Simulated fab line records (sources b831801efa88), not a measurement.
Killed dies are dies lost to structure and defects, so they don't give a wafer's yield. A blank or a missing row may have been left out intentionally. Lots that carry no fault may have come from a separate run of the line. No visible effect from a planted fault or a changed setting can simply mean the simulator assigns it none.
2 desks, one fault | flow sky130 | only its own numbers are on each desk; what lay behind them is given at the end

## METROLOGY DESK
What the gauges read, lot by lot, whatever tool the lot ran on: means of the sampled wafers that have a number. Any lot whose mean is over 4 standard deviations away from the usual mean is out of limits and marked OUT; that distance is given in the brackets.
Columns: A = PASSIVATION_CVD_00_THK at SKY_PASSIVATION_THK_MEAS_01, usual 90.1 nm
lot  | first seen here | A
L785 | day 44 09:44    | 89.2
L786 | day 44 10:03    | 89.8
L787 | day 44 20:16    | 88.7
L788 | day 44 22:43    | 89.6
L790 | day 45 13:24    | 90.0
L797 | day 47 09:25    | 90.6
L798 | day 47 22:47    | 89.4
L801 | day 48 09:42    | 90.7
L804 | day 49 03:16    | 90.9
L805 | day 49 06:22    | 90.8
L807 | day 49 21:20    | 91.1
This desk's verdict: no lot among the 11 shows anything out of limits.

## TOOL OWNER'S DESK, plasma_asher-01
The tool's own readings at SKY_METAL1_STRIP_20 (strips in O2/N2): means of the sampled wafers that have a number, for each lot that ran on this tool. Any lot whose mean is over 4 standard deviations away from the usual mean is out of limits and marked OUT; that distance is given in the brackets.
Columns: A = drypump_motor_current_A at SKY_METAL1_STRIP_20, usual 5.6 A; B = oes_product_au at SKY_METAL1_STRIP_20, usual 0.343 a.u.; C = strip_time_to_endpoint_s at SKY_METAL1_STRIP_20, usual 2.69 s
lot  | first seen here | A   | B     | C
L790 | day 34 19:20    | 5.7 | 0.346 | 2.78
L797 | day 36 23:48    | 5.7 | 0.342 | 2.68
L798 | day 37 14:08    | 6.0 | 0.342 | 2.73
This desk's verdict: no lot among the 3 shows anything out of limits.

## PUT TOGETHER
At the metrology desk, nothing out of limits was observed.
The desk of the tool owner found nothing out of limits.

## WHAT THE SIMULATOR HAD INSERTED
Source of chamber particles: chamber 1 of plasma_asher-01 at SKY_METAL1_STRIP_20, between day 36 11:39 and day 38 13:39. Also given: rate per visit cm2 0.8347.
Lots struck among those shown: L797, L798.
